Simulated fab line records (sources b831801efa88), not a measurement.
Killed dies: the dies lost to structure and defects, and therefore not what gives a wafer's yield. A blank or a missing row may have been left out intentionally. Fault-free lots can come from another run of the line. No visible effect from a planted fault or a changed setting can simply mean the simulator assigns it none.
fab line records	flow sky130
record: lots: 12	wafers: 36	last_day: 50
route steps=708 shown LDD_N@253 METAL5@663 PASSIVATION@682 PAD_OPEN@708
lots untouched by any fault: they come from a run of this same line in which no faults occurred
start_h: the number of hours between the record's first day and the start of the first shown wafer of the lot	wait_h: hours since the lot's step before	" the same as in the row above	L1.1+2: one row covering several wafers at once	- no value, or no start given	* or withheld: withheld	< > ~ a bound
route shown NAME@n: NAME is a module with steps in the file, n the number in the route of the first one	usual: the fault-free wafers' mean and standard deviation	same: alike in all rows	chamber/n: place in a boat	sites: each site's reading	_std_site: standard deviation of those values	_edge_site: mean of outer sites minus mean of inner sites	radius_mm: for every site, how far away it sits from the centre of the wafer	mask NAME#n: copy n	behind: the last tool/chamber to shape the wafer	hold: why the lot went on hold/how many hours it stayed there/how the hold came to an end	device: the n, p or np transistor that did not switch	end of line: the same wafers' tests at the end of the route	a step without rows: its recipe alone	killed: dies lost to structure and defects at the first sort, not the wafer's yield	map: dies across one wafer; x = killed, . = not, _ = none there
set.NAME: setting as actually run; set.NAME@STEP: the setting as run at that earlier step	model.NAME: the simulator's own value behind a step, which no gauge read
one table for each step of the route and one row for each wafer, over a sample of lots
services: a tool's chamber out of use, with start hour (start_h, from the record's first day; less than 0 if before it), hours out, and reason
== steps ==
step: SKY_LDD_N_STRIP_16
recipe: chemistry: O2/N2	power_w: 1400	pressure_mtorr: 1500	platen_temp_c: withheld	o2_flow_sccm: 3000	n2_flow_sccm: 300	overash_fraction: 0.5
usual: drypump_motor_current_A: 5.7/0.67	oes_product_au: 0.406/0.0046	strip_time_to_endpoint_s: 4.313/0.015
lot.wafer	tool	chamber	start_h	wait_h	drypump_motor_current_A	oes_product_au	rf_hours_counter_h	strip_time_to_endpoint_s
L908.2	plasma_asher-02	1	403.21	0.1	5.2	0.409	74	4.315
L908.3	"	0	"	"	6.2	0.403	-	4.307
L908.5	"	1	"	"	5.1	0.413	-	4.307
L909.2	plasma_asher-01	0	422.72	0.1	6.1	0.404	27	4.301
L909.5	"	1	"	"	5.4	0.410	-	4.276
L909.6	"	0	"	"	6.2	0.410	-	4.290
L910.1	plasma_asher-04	1	422.81	0.1	4.7	0.402	72	4.333
L910.4	"	1	"	"	4.7	0.410	-	4.329
L910.6	"	1	"	"	4.7	0.411	-	4.318
L911.1	plasma_asher-01	0	435.27	0.1	6.2	0.413	29	4.312
L911.4	"	1	"	"	5.4	0.407	-	4.281
L911.6	"	0	"	"	6.1	0.397	-	4.300
L912.2	plasma_asher-04	1	448.02	0.1	4.7	0.411	74	4.316
L912.4	"	0	"	"	6.5	0.405	-	4.318
L912.5	"	1	"	"	4.7	0.407	-	4.282
L914.1	plasma_asher-02	1	458.31	0.1	5.2	0.404	2	4.303
L914.3	"	1	"	"	5.2	0.409	-	4.289
L914.6	"	0	"	"	6.2	0.401	-	4.298
L916.2	plasma_asher-02	0	486.96	0.1	6.2	0.415	5	4.317
L916.3	"	0	"	"	6.2	0.410	-	4.348
L916.5	"	0	"	"	6.2	0.406	-	4.321
L915.1	plasma_asher-02	0	487.31	0.1	6.2	0.407	5	4.323
L915.2	"	1	"	"	5.2	0.407	5	4.298
L915.5	"	1	"	"	5.2	0.402	-	4.304
L919.2	plasma_asher-02	0	507.56	0.1	6.2	0.402	7	4.294
L919.3	"	1	"	"	5.2	0.401	-	4.298
L919.5	"	0	"	"	6.2	0.414	-	4.297
L927.2	plasma_asher-02	0	568.66	0.1	6.2	0.410	12	4.344
L927.3	"	1	"	"	5.2	0.402	-	4.334
L927.4	"	0	"	"	6.2	0.410	-	4.315
L928.1	plasma_asher-04	1	578.66	0.1	4.7	0.405	90	4.311
L928.3	"	0	"	"	6.5	0.411	-	4.313
L928.5	"	0	"	"	6.5	0.408	-	4.289
L930.2	plasma_asher-04	1	595.51	0.1	4.7	0.400	92	4.340
L930.4	"	0	"	"	6.6	0.411	-	4.334
L930.5	"	1	"	"	4.7	0.405	-	4.325
step: SKY_METAL5_SPUTTER_02
recipe: material: AlCu	target_thk_nm: 1150	power_w: 10600	time_s: 61.2	chamber_pressure_pa: 0.4
usual: throttle_valve_pct: 30.2/0.7
lot.wafer	tool	chamber	start_h	wait_h	throttle_valve_pct
L908.2	pvd_sputter-01	-	1006.22	0.0	31.5
L908.3	"	-	"	"	30.8
L908.5	"	-	"	"	29.9
L909.2	pvd_sputter-02	-	1016.96	0.0	29.5
L909.5	"	-	"	"	29.4
L909.6	"	-	"	"	29.7
L910.1	pvd_sputter-02	-	1018.06	0.0	30.1
L910.4	"	-	"	"	30.0
L910.6	"	-	"	"	29.6
L911.1	pvd_sputter-01	-	1029.66	0.0	31.2
L911.4	"	-	"	"	30.7
L911.6	"	-	"	"	29.7
L912.2	pvd_sputter-02	-	1037.75	0.0	29.7
L912.4	"	-	"	"	29.8
L912.5	"	-	"	"	30.0
L914.1	pvd_sputter-02	-	1045.40	0.0	29.3
L914.3	"	-	"	"	29.6
L914.6	"	-	"	"	28.9
L916.2	pvd_sputter-01	-	1075.71	0.0	31.5
L916.3	"	-	"	"	30.9
L916.5	"	-	"	"	31.5
L915.1	pvd_sputter-02	-	1077.89	0.0	29.9
L915.2	"	-	"	"	29.7
L915.5	"	-	"	"	30.1
L919.2	pvd_sputter-01	-	1082.76	0.0	31.6
L919.3	"	-	"	"	31.1
L919.5	"	-	"	"	29.9
L927.2	pvd_sputter-02	-	1122.34	0.0	29.7
L927.3	"	-	"	"	29.1
L927.4	"	-	"	"	29.7
L928.1	pvd_sputter-01	-	1129.65	0.0	31.2
L928.3	"	-	"	"	31.3
L928.5	"	-	"	"	31.3
L930.2	pvd_sputter-03	-	1135.97	0.0	29.4
L930.4	"	-	"	"	29.9
L930.5	"	-	"	"	29.7
step: SKY_PASSIVATION_THK_MEAS_01
recipe: reads: SiO2_of_PASSIVATION_CVD_00
usual: PASSIVATION_CVD_00_THK: 90.0/1.3
lot.wafer	tool	chamber	start_h	wait_h	PASSIVATION_CVD_00_THK[nm]
L908.2	film_metro-04	-	1030.04	-	89.8
L908.3	"	-	"	"	90.6
L908.5	"	-	"	"	91.4
L909.2	film_metro-03	-	1040.27	-	88.8
L909.5	"	-	"	"	89.8
L909.6	"	-	"	"	90.6
L910.1	film_metro-01	-	1041.83	-	91.4
L910.4	"	-	"	"	91.9
L910.6	"	-	"	"	92.5
L911.1	film_metro-01	-	1052.84	-	88.0
L911.4	"	-	"	"	89.8
L911.6	"	-	"	"	89.9
L912.2	film_metro-01	-	1061.17	-	89.3
L912.4	"	-	"	"	92.6
L912.5	"	-	"	"	92.5
L914.1	film_metro-01	-	1067.99	-	89.2
L914.3	"	-	"	"	89.5
L914.6	"	-	"	"	90.2
L916.2	film_metro-03	-	1097.01	-	91.1
L916.3	"	-	"	"	89.2
L916.5	"	-	"	"	89.8
L915.1	film_metro-01	-	1098.41	-	88.5
L915.2	"	-	"	"	88.5
L915.5	"	-	"	"	90.5
L919.2	film_metro-03	-	1103.57	-	89.9
L919.3	"	-	"	"	91.2
L919.5	"	-	"	"	92.5
L927.2	film_metro-03	-	1143.05	-	88.1
L927.3	"	-	"	"	88.9
L927.4	"	-	"	"	89.9
L928.1	film_metro-01	-	1149.81	-	90.4
L928.3	"	-	"	"	91.5
L928.5	"	-	"	"	92.0
L930.2	film_metro-04	-	1155.41	-	88.4
L930.4	"	-	"	"	90.7
L930.5	"	-	"	"	90.7
step: SKY_PASSIVATION_ETCH_11
recipe: chemistry: CF4/O2	target_depth_nm: 725	stop_on: AlCu	source_w: 800	bias_w: 150	pressure_mtorr: 150	cf4_flow_sccm: 80	O2_flow_sccm: 10	time_s: 161.1
usual: drypump_motor_current_A: 5.7/0.46	oes_product_au: 0.978/0.0082	throttle_valve_pct: 5.964/0.0092
lot.wafer	tool	chamber	start_h	wait_h	drypump_motor_current_A	oes_product_au	rf_hours_counter_h	throttle_valve_pct
L908.2	rie_diel-01	1	1052.13	-	6.1	0.971	11	5.966
L908.3	"	0	"	"	5.8	0.966	16	5.963
L908.5	"	0	"	"	5.8	0.980	-	5.952
L909.2	rie_diel-04	2	1062.52	-	6.0	0.985	11	5.966
L909.5	"	2	"	"	5.9	0.976	-	5.977
L909.6	"	3	"	"	5.0	0.997	-	5.965
L910.1	rie_diel-04	0	1064.17	-	5.3	0.984	4	5.967
L910.4	"	1	"	"	5.6	0.982	25	5.962
L910.6	"	1	"	"	5.6	0.978	-	5.963
L911.1	rie_diel-03	2	1074.48	-	6.2	0.971	20	5.950
L911.4	"	0	"	"	6.3	0.969	6	5.942
L911.6	"	1	"	"	6.3	0.979	-	5.966
L912.2	rie_diel-01	0	1082.23	-	5.9	0.973	17	5.964
L912.4	"	2	"	"	5.0	0.982	9	5.981
L912.5	"	0	"	"	5.8	0.985	-	5.947
L914.1	rie_diel-04	0	1088.43	-	5.3	0.971	5	5.948
L914.3	"	3	"	"	5.0	0.981	26	5.969
L914.6	"	0	"	"	5.3	0.984	-	5.950
L916.2	rie_diel-03	2	1117.27	-	6.2	0.968	22	5.951
L916.3	"	3	"	"	6.0	0.964	11	5.969
L916.5	"	1	"	"	6.3	0.986	-	5.959
L915.1	rie_diel-03	2	1118.63	-	6.2	0.969	22	5.953
L915.2	"	1	"	"	6.3	0.952	10	5.961
L915.5	"	0	"	"	6.2	0.988	-	5.969
L919.2	rie_diel-03	2	1122.97	-	6.2	0.973	22	5.961
L919.3	"	0	"	"	6.2	0.969	8	5.953
L919.5	"	1	"	"	6.3	0.972	-	5.962
L927.2	rie_diel-01	3	1161.18	-	5.3	0.972	25	5.961
L927.3	"	0	"	"	5.8	0.985	20	5.968
L927.4	"	2	"	"	5.0	0.981	12	5.956
L928.1	rie_diel-01	3	1166.73	-	5.3	0.978	25	5.981
L928.3	"	2	"	"	5.1	0.979	12	5.952
L928.5	"	0	"	"	5.8	0.991	-	5.978
L930.2	rie_diel-01	3	1173.18	-	5.3	0.972	25	5.961
L930.4	"	1	"	"	6.1	0.999	15	5.959
L930.5	"	3	"	"	5.3	0.981	-	5.969
step: SKY_PAD_OPEN_PROBE_99
usual: killed_at_M0_to_M3: 43/6.4	killed_at_M4_up: 2.9/1.7	killed_at_contacts: 24/5	killed_at_front_end: 15/4	killed_at_other: 0.4/0.62	killed_dies: 86/9.3	killed_on_rim: 17/3.5	killed_open: 47/6.8	killed_short: 38/5.8
same: gross_dies: 492	killed_at_back_side: 0
lot.wafer	tool	chamber	start_h	wait_h	killed_at_M0_to_M3	killed_at_M4_up	killed_at_contacts	killed_at_front_end	killed_at_other	killed_dies	killed_on_rim	killed_open	killed_short
L908.2	prober-01	-	1076.14	0.1	31	4	22	16	0	73	13	37	36
L908.3	prober-01	-	1076.19	0.2	34	0	15	18	1	68	10	33	33
L908.5	prober-01	-	1076.29	0.2	45	0	30	16	0	91	21	54	37
L909.2	prober-02	-	1085.85	0.1	39	4	36	10	0	89	19	46	43
L909.5	prober-02	-	1086.00	0.2	42	1	19	10	0	72	14	39	32
L909.6	prober-02	-	1086.05	0.2	43	1	34	16	0	94	17	48	46
L910.1	prober-01	-	1087.75	0.1	39	3	20	12	0	74	14	38	36
L910.4	prober-01	-	1087.90	0.2	36	5	27	14	2	84	16	40	43
L910.6	prober-01	-	1088.00	0.2	40	4	22	22	1	89	21	60	29
L911.1	prober-02	-	1097.74	0.1	43	2	26	14	0	85	16	52	32
L911.4	prober-02	-	1097.89	0.2	44	2	26	9	2	83	18	47	36
L911.6	prober-02	-	1097.99	0.2	54	1	33	29	0	117	22	62	52
L912.2	prober-01	-	1104.74	0.1	56	2	28	20	1	107	19	57	49
L912.4	prober-01	-	1104.84	0.2	38	3	26	10	0	77	19	38	39
L912.5	prober-01	-	1104.89	0.2	39	1	14	18	0	72	15	38	34
L914.1	prober-01	-	1111.02	0.1	59	2	23	10	1	95	17	47	48
L914.3	prober-01	-	1111.12	0.2	36	2	23	17	0	78	11	38	40
L914.6	prober-01	-	1111.27	0.2	43	3	18	18	3	85	13	49	36
L916.2	prober-02	-	1139.10	0.1	52	1	26	13	1	93	15	52	40
L916.3	prober-02	-	1139.15	0.2	37	1	22	14	0	74	16	42	32
L916.5	prober-02	-	1139.25	0.2	41	2	31	14	0	88	17	57	31
L915.1	prober-02	-	1140.35	0.1	37	4	23	19	0	83	16	42	39
L915.2	prober-02	-	1140.40	0.1	32	6	25	6	0	69	13	34	35
L915.5	prober-02	-	1140.55	0.2	55	4	22	15	1	97	13	52	44
L919.2	prober-01	-	1144.85	0.1	49	5	22	17	0	93	19	51	42
L919.3	prober-01	-	1144.90	0.2	35	5	19	53	0	112	28	44	34
L919.5	prober-01	-	1145.00	0.2	44	2	26	11	0	83	14	47	35
L927.2	prober-01	-	1180.45	0.1	48	3	27	17	0	95	18	47	46
L927.3	prober-01	-	1180.50	0.2	47	2	27	16	1	93	14	59	34
L927.4	prober-01	-	1180.55	0.2	53	1	34	21	0	109	19	67	39
L928.1	prober-02	-	1185.49	0.1	30	1	17	13	0	61	16	38	23
L928.3	prober-02	-	1185.59	0.2	29	3	25	19	1	77	12	40	37
L928.5	prober-02	-	1185.69	0.2	46	2	29	21	0	98	13	58	40
L930.2	prober-02	-	1191.41	0.1	48	4	25	14	1	92	18	57	35
L930.4	prober-02	-	1191.51	0.2	33	0	23	22	0	78	11	38	38
L930.5	prober-02	-	1191.56	0.2	53	4	30	15	1	103	27	49	54
killed by level:class
L908.2 VIA1:geometric_particle:open=8 CONTACT:geometric_particle:open=7 LOCAL_INTERCONNECT:geometric_particle:short=5 POLY_GATE:geometric_particle:short=4 POLY_GATE:geometric_particle:open=4 LI_CONTACT:geometric_particle:open=4 VIA1:geometric_particle:short=4 METAL2:geometric_particle:short=4
L908.3 VIA3:geometric_particle:short=7 CONTACT:geometric_particle:open=6 VIA3:geometric_particle:open=6 FIELD_ISO:geometric_particle:short=5 POLY_GATE:geometric_particle:open=5 VIA1:geometric_particle:open=5 VIA2:geometric_particle:open=5 VIA1:geometric_particle:short=4
L908.5 VIA1:geometric_particle:open=14 CONTACT:geometric_particle:open=10 LI_CONTACT:geometric_particle:open=8 VIA2:geometric_particle:open=7 FIELD_ISO:geometric_particle:short=6 CONTACT:geometric_particle:short=6 VIA1:geometric_particle:short=6 POLY_GATE:geometric_particle:open=4
L909.2 CONTACT:geometric_particle:open=12 LOCAL_INTERCONNECT:geometric_particle:short=8 VIA1:geometric_particle:open=8 CONTACT:geometric_particle:short=6 VIA3:geometric_particle:open=6 VIA3:geometric_particle:short=6 VIA2:geometric_particle:open=5 LOCAL_INTERCONNECT:geometric_particle:open=4
L909.5 VIA1:geometric_particle:open=10 VIA3:geometric_particle:open=6 LI_CONTACT:geometric_particle:open=5 LOCAL_INTERCONNECT:geometric_particle:short=5 VIA2:geometric_particle:open=5 METAL1:geometric_particle:short=4 METAL3:geometric_particle:short=3 CONTACT:geometric_particle:short=3
L909.6 LI_CONTACT:geometric_particle:open=13 CONTACT:geometric_particle:open=12 VIA1:geometric_particle:short=10 VIA1:geometric_particle:open=8 METAL2:geometric_particle:short=8 FIELD_ISO:geometric_particle:short=5 LOCAL_INTERCONNECT:geometric_particle:short=4 FIELD_ISO:geometric_particle:open=3
L910.1 VIA1:geometric_particle:open=10 CONTACT:geometric_particle:open=9 METAL2:geometric_particle:short=7 METAL1:geometric_particle:short=6 VIA3:geometric_particle:open=5 LI_CONTACT:geometric_particle:open=5 LI_CONTACT:geometric_particle:short=4 FIELD_ISO:geometric_particle:short=3
L910.4 LI_CONTACT:geometric_particle:open=11 CONTACT:geometric_particle:open=7 VIA2:geometric_particle:open=6 POLY_GATE:geometric_particle:short=5 VIA3:geometric_particle:short=5 METAL2:geometric_particle:short=4 METAL1:geometric_particle:short=4 VIA2:geometric_particle:short=4
L910.6 CONTACT:geometric_particle:open=10 VIA1:geometric_particle:open=9 FIELD_ISO:geometric_particle:open=8 VIA2:geometric_particle:open=6 LI_CONTACT:geometric_particle:open=5 VIA1:geometric_particle:short=5 VIA3:geometric_particle:open=5 METAL3:geometric_particle:open=4
L911.1 CONTACT:geometric_particle:open=13 VIA1:geometric_particle:open=10 FIELD_ISO:geometric_particle:open=7 LI_CONTACT:geometric_particle:open=6 METAL1:geometric_particle:short=6 METAL2:geometric_particle:short=6 VIA3:geometric_particle:open=6 CONTACT:geometric_particle:short=5
L911.4 CONTACT:geometric_particle:open=8 VIA1:geometric_particle:open=8 LOCAL_INTERCONNECT:geometric_particle:short=6 VIA3:geometric_particle:open=6 VIA2:geometric_particle:open=6 LI_CONTACT:geometric_particle:open=5 CONTACT:geometric_particle:short=5 POLY_GATE:geometric_particle:open=4
L911.6 VIA1:geometric_particle:open=13 CONTACT:geometric_particle:open=11 LOCAL_INTERCONNECT:geometric_particle:short=9 VIA3:geometric_particle:open=9 LI_CONTACT:geometric_particle:open=8 FIELD_ISO:geometric_particle:short=7 POLY_GATE:geometric_particle:open=7 METAL2:geometric_particle:short=6
L912.2 VIA1:geometric_particle:open=13 LI_CONTACT:geometric_particle:open=9 VIA2:geometric_particle:open=9 VIA3:geometric_particle:open=8 VIA1:geometric_particle:short=7 FIELD_ISO:geometric_particle:short=6 METAL1:geometric_particle:short=6 POLY_GATE:geometric_particle:short=5
L912.4 CONTACT:geometric_particle:open=10 VIA2:geometric_particle:open=7 CONTACT:geometric_particle:short=6 VIA1:geometric_particle:open=6 METAL3:geometric_particle:short=5 LI_CONTACT:geometric_particle:open=4 LOCAL_INTERCONNECT:geometric_particle:short=4 VIA2:geometric_particle:short=4
L912.5 VIA1:geometric_particle:open=13 FIELD_ISO:geometric_particle:short=7 METAL2:geometric_particle:short=6 VIA2:geometric_particle:open=6 CONTACT:geometric_particle:short=5 CONTACT:geometric_particle:open=5 VIA3:geometric_particle:open=4 POLY_GATE:geometric_particle:short=3
L914.1 VIA1:geometric_particle:open=14 LI_CONTACT:geometric_particle:open=9 METAL2:geometric_particle:short=8 METAL1:geometric_particle:short=7 VIA1:geometric_particle:short=7 VIA2:geometric_particle:open=7 CONTACT:geometric_particle:short=6 VIA3:geometric_particle:open=5
L914.3 VIA1:geometric_particle:open=8 VIA2:geometric_particle:open=8 LOCAL_INTERCONNECT:geometric_particle:short=6 CONTACT:geometric_particle:open=6 FIELD_ISO:geometric_particle:open=5 FIELD_ISO:geometric_particle:short=5 CONTACT:geometric_particle:short=5 METAL1:geometric_particle:short=4
L914.6 VIA1:geometric_particle:open=11 CONTACT:geometric_particle:open=7 METAL1:geometric_particle:short=7 POLY_GATE:geometric_particle:open=6 VIA3:geometric_particle:open=6 VIA2:geometric_particle:open=6 LI_CONTACT:geometric_particle:open=5 LOCAL_INTERCONNECT:geometric_particle:short=5
L916.2 VIA1:geometric_particle:open=15 CONTACT:geometric_particle:open=13 METAL2:geometric_particle:short=8 CONTACT:geometric_particle:short=7 METAL3:geometric_particle:short=7 VIA2:geometric_particle:open=6 FIELD_ISO:geometric_particle:open=5 VIA1:geometric_particle:short=4
L916.3 LI_CONTACT:geometric_particle:open=8 CONTACT:geometric_particle:open=8 METAL1:geometric_particle:short=7 FIELD_ISO:geometric_particle:open=5 VIA1:geometric_particle:open=5 VIA1:geometric_particle:short=5 VIA2:geometric_particle:open=5 VIA3:geometric_particle:open=5
L916.5 CONTACT:geometric_particle:open=12 VIA3:geometric_particle:open=9 VIA1:geometric_particle:open=9 LI_CONTACT:geometric_particle:open=8 POLY_GATE:geometric_particle:open=5 CONTACT:geometric_particle:short=5 METAL1:geometric_particle:short=4 VIA1:geometric_particle:short=4
L915.1 CONTACT:geometric_particle:open=8 VIA3:geometric_particle:open=8 LOCAL_INTERCONNECT:geometric_particle:short=6 METAL1:geometric_particle:short=6 POLY_GATE:geometric_particle:short=5 VIA2:geometric_particle:open=5 FIELD_ISO:geometric_particle:open=4 LI_CONTACT:geometric_particle:open=4
L915.2 CONTACT:geometric_particle:open=10 LOCAL_INTERCONNECT:geometric_particle:short=7 VIA1:geometric_particle:open=6 VIA2:geometric_particle:open=6 VIA1:geometric_particle:short=4 METAL2:geometric_particle:short=4 VIA3:geometric_particle:open=4 CONTACT:geometric_particle:short=3
L915.5 VIA1:geometric_particle:open=11 LI_CONTACT:geometric_particle:open=10 VIA2:geometric_particle:open=10 VIA1:geometric_particle:short=8 FIELD_ISO:geometric_particle:short=5 CONTACT:geometric_particle:open=5 CONTACT:geometric_particle:short=5 METAL2:geometric_particle:short=5
L919.2 VIA1:geometric_particle:open=13 CONTACT:geometric_particle:open=10 LI_CONTACT:geometric_particle:open=9 METAL1:geometric_particle:short=8 METAL2:geometric_particle:short=8 VIA3:geometric_particle:open=6 POLY_GATE:geometric_particle:short=5 METAL4:geometric_particle:short=5
L919.3 LDD_N:unspecified=34 VIA1:geometric_particle:short=8 LI_CONTACT:geometric_particle:open=7 CONTACT:geometric_particle:open=7 FIELD_ISO:geometric_particle:open=6 VIA1:geometric_particle:open=6 POLY_GATE:geometric_particle:open=5 VIA2:geometric_particle:open=5
L919.5 VIA1:geometric_particle:open=10 CONTACT:geometric_particle:open=9 LI_CONTACT:geometric_particle:open=7 VIA2:geometric_particle:open=7 METAL2:geometric_particle:short=5 VIA3:geometric_particle:open=5 CONTACT:geometric_particle:short=4 VIA2:geometric_particle:short=4
L927.2 VIA1:geometric_particle:open=17 VIA1:geometric_particle:short=10 LI_CONTACT:geometric_particle:open=9 FIELD_ISO:geometric_particle:short=7 CONTACT:geometric_particle:open=6 METAL1:geometric_particle:short=5 METAL3:geometric_particle:short=4 LOCAL_INTERCONNECT:geometric_particle:short=4
L927.3 VIA1:geometric_particle:open=16 CONTACT:geometric_particle:open=11 LI_CONTACT:geometric_particle:open=10 FIELD_ISO:geometric_particle:short=7 VIA2:geometric_particle:open=7 VIA1:geometric_particle:short=5 VIA3:geometric_particle:open=5 METAL1:geometric_particle:short=4
L927.4 VIA1:geometric_particle:open=16 LI_CONTACT:geometric_particle:open=14 VIA2:geometric_particle:open=9 VIA3:geometric_particle:open=9 CONTACT:geometric_particle:open=7 FIELD_ISO:geometric_particle:short=6 METAL2:geometric_particle:short=6 FIELD_ISO:geometric_particle:open=5
L928.1 CONTACT:geometric_particle:open=8 VIA1:geometric_particle:open=6 VIA2:geometric_particle:open=6 VIA3:geometric_particle:open=5 FIELD_ISO:geometric_particle:short=4 LOCAL_INTERCONNECT:geometric_particle:short=4 FIELD_ISO:geometric_particle:open=3 METAL1:geometric_particle:short=3
L928.3 CONTACT:geometric_particle:open=12 VIA1:geometric_particle:open=7 CONTACT:geometric_particle:short=5 LI_CONTACT:geometric_particle:open=4 METAL1:geometric_particle:short=4 VIA3:geometric_particle:open=4 FIELD_ISO:geometric_particle:short=3 FIELD_ISO:geometric_particle:open=3
L928.5 VIA1:geometric_particle:open=14 CONTACT:geometric_particle:open=11 VIA1:geometric_particle:short=7 VIA2:geometric_particle:open=7 FIELD_ISO:geometric_particle:short=6 CONTACT:geometric_particle:short=6 FIELD_ISO:geometric_particle:open=5 VIA3:geometric_particle:open=5
L930.2 CONTACT:geometric_particle:open=14 VIA1:geometric_particle:open=13 VIA2:geometric_particle:open=8 VIA2:geometric_particle:short=6 LI_CONTACT:geometric_particle:open=6 VIA3:geometric_particle:open=5 POLY_GATE:geometric_particle:short=4 METAL1:geometric_particle:short=4
L930.4 VIA1:geometric_particle:open=10 CONTACT:geometric_particle:open=9 POLY_GATE:geometric_particle:short=6 METAL1:geometric_particle:short=6 VIA1:geometric_particle:short=5 CONTACT:geometric_particle:short=5 FIELD_ISO:geometric_particle:short=4 POLY_GATE:geometric_particle:open=4
L930.5 VIA1:geometric_particle:open=15 METAL1:geometric_particle:short=8 VIA2:geometric_particle:open=8 LI_CONTACT:geometric_particle:open=7 LOCAL_INTERCONNECT:geometric_particle:short=7 CONTACT:geometric_particle:open=7 VIA2:geometric_particle:short=7 LI_CONTACT:geometric_particle:short=6
== services ==
tool	chamber	start_h	hours	kind
pvd_sputter-01	-	382.92	3.5	repair
plasma_asher-02	-	421.25	9.0	pm
rie_diel-01	-	433.95	2.6	repair
plasma_asher-02	-	436.00	8.8	repair
plasma_asher-02	-	450.15	1.2	repair
plasma_asher-02	-	468.69	10.2	repair
plasma_asher-02	-	529.87	14.6	pm
plasma_asher-02	-	608.38	2.8	pm
pvd_sputter-01	-	655.44	15.2	repair
pvd_sputter-02	-	690.48	1.8	repair
plasma_asher-02	-	718.73	1.0	repair
rie_diel-01	-	757.49	0.4	repair
rie_diel-01	-	778.39	1.7	repair
rie_diel-01	1	842.13	5.8	repair
rie_diel-01	2	847.86	9.0	repair
pvd_sputter-02	-	853.85	2.6	repair
pvd_sputter-02	-	855.79	0.5	repair
rie_diel-01	3	858.14	7.4	repair
rie_diel-01	1	871.64	2.4	repair
pvd_sputter-01	-	889.57	2.6	repair
rie_diel-01	2	951.73	6.9	repair
rie_diel-01	0	963.75	8.9	repair
pvd_sputter-02	-	1067.34	2.3	repair
pvd_sputter-02	-	1105.53	2.6	repair
== key ==
first_sign: step: SKY_PAD_OPEN_PROBE_99	reading: killed_at_front_end	direction: up	sigmas: 9.5	usual: 15	struck: 53
effect: step: SKY_PAD_OPEN_PROBE_99	reading: killed_dies	direction: up	sigmas: 2.8	usual: 86	struck: 112
met_at SKY_LDD_N_STRIP_16
struck_lots L919
struck_wafers L919.3
tester_left_out L919
not_acting_at SKY_METAL5_SPUTTER_02,SKY_PASSIVATION_THK_MEAS_01,SKY_PASSIVATION_ETCH_11
onset_between 487.31 507.56
fault: kind: chamber_particle_source	tool: plasma_asher-02	chamber: 1	onset_h: 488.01	steps: SKY_LDD_N_STRIP_16	rate_per_visit_cm2: 0.53004	end_h: 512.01
tester_left_out: of these lots the tester's yield and bins aren't shown, on N5 and GAA mostly nor the transistor test; their killed dies are dies lost to structure and defects alone, not to doping, threshold or leakage, so they don't give the yield
